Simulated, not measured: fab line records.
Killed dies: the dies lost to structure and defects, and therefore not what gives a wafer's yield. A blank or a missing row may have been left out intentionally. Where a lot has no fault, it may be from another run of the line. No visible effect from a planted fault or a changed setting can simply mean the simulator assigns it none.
Matching of chambers -- flow gf180mcu -- 4 sister chambers for GF_CONTACT_ETCH_16 on rie_diel-04
The step etches BARC in N2/H2. 16 wafers are shown with their chamber, then 8 later ones without.

## EACH WAFER AND ITS CHAMBER
wafer,chamber,drypump_motor_current_A (A),rf_fwd_power_W (W),throttle_valve_pct (%)
L074.2,0,5.4,495.3,13.207
L074.4,2,5.2,494.6,13.233
L074.6,0,5.3,498.5,13.224
L076.1,1,6.2,493.9,13.238
L076.4,2,5.3,493.3,13.226
L076.5,0,5.4,498.1,13.221
L082.1,0,5.3,496.8,13.215
L082.4,3,5.4,498.3,13.205
L082.6,1,6.2,496.5,13.229
L087.3,1,6.2,494.1,13.224
L087.4,2,5.2,495.7,13.235
L087.6,1,6.2,493.4,13.220
L088.1,2,5.2,491.6,13.236
L088.3,0,5.3,496.8,13.206
L088.4,3,5.4,497.6,13.225
L090.3,0,5.4,496.1,13.221

SIGNATURES (means of the wafers above)
reading,chamber 0,chamber 1,chamber 2,chamber 3,scatter within a chamber
drypump_motor_current_A,5.350,6.200,5.225,5.400,0.0433
rf_fwd_power_W,496.933,494.475,493.800,497.950,1.37
throttle_valve_pct,13.21567,13.22775,13.23250,13.21500,0.00784
Rule: for a wafer and a chamber, the distance is found by dividing, reading by reading, the gap between the wafer's reading and the chamber's mean by the reading's scatter, squaring, summing and taking the root. The wafer belongs to the nearest chamber; if the next one is less than 2 further off, it can't be placed. The scatter: the root of (the sum of the squares of (reading less its chamber's mean) over the shown wafers, divided by (wafers less chambers)).

## WAFERS WITHOUT THEIR CHAMBER
wafer,drypump_motor_current_A (A),rf_fwd_power_W (W),throttle_valve_pct (%)
L090.4,5.2,496.5,13.219
L090.6,6.2,497.3,13.228
L092.1,5.4,494.1,13.225
L092.2,6.2,493.6,13.210
L092.4,5.3,495.9,13.233
L094.1,5.2,492.7,13.230
L094.3,6.2,494.5,13.229
L094.6,6.2,492.4,13.212

## WHICH CHAMBER EACH ONE RAN IN
wafer,from the rows above,in truth
L090.4,can't be placed: 2 or 0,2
L090.6,1,1
L092.1,can't be placed: 0 or 3 or 2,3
L092.2,1,1
L092.4,can't be placed: 2 or 0 or 3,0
L094.1,2,2
L094.3,1,1
L094.6,1,1
Correctly placed: 5 of 8. Can't be placed from these rows: 3 (the true chamber is among the candidates in 3). 0 placed wrongly.
